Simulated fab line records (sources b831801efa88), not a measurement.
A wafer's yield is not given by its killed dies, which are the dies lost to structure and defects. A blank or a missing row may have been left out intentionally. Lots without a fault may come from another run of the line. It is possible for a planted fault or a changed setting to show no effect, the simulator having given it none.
Matching of chambers	flow gf180mcu	hdpcvd-01 running GF_V3_CVD_00: 3 sister chambers
The step deposits SiO2, target thk 600 nm, time 100 s. 16 wafers are shown with their chamber, then 8 later ones without.

WAFERS, EACH WITH ITS CHAMBER
wafer	chamber	sih4_flow_sccm (sccm)
L725.4	0	60.10
L725.5	2	60.05
L725.6	1	60.34
L726.1	1	60.05
L726.2	2	60.02
L726.3	0	60.01
L730.1	0	60.10
L730.2	1	59.92
L730.5	0	60.07
L731.1	2	60.20
L731.5	0	59.78
L731.6	1	59.86
L736.2	2	60.19
L736.4	0	59.73
L736.6	1	59.81
L743.1	1	60.35

SIGNATURES (averages over the wafers above)
reading	chamber 0	chamber 1	chamber 2	scatter within a chamber
sih4_flow_sccm	59.9650	60.0550	60.1150	0.186
Rule: for each reading, subtract the chamber's mean from the wafer's reading, divide by that reading's scatter and square the result; add these up over the readings and take the root, which gives the wafer's distance from the chamber. If the next closest chamber is less than 2 further off than the closest, the wafer can't be placed; otherwise it belongs to the closest. How the scatter is found: for the shown wafers, subtract from each reading the mean of its chamber, square and add these, divide the total by (wafers less chambers), then take the root.

WAFERS WHOSE CHAMBER IS MISSING
wafer	sih4_flow_sccm (sccm)
L743.3	59.69
L743.4	60.32
L744.1	59.54
L744.2	59.84
L744.3	60.17
L747.3	59.60
L747.5	60.17
L747.6	59.76

WHICH CHAMBER EACH WENT THROUGH
wafer	from the rows above	in truth
L743.3	can't be placed: 0 or 1 or 2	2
L743.4	can't be placed: 2 or 1 or 0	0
L744.1	can't be placed: 0 or 1 or 2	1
L744.2	can't be placed: 0 or 1 or 2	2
L744.3	can't be placed: 2 or 1 or 0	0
L747.3	can't be placed: 0 or 1 or 2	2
L747.5	can't be placed: 2 or 1 or 0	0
L747.6	can't be placed: 0 or 1 or 2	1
Correctly placed: 0 of 8. Unplaceable from these rows: 8, with the true chamber sitting among the candidates in 8. Number placed wrongly: 0.
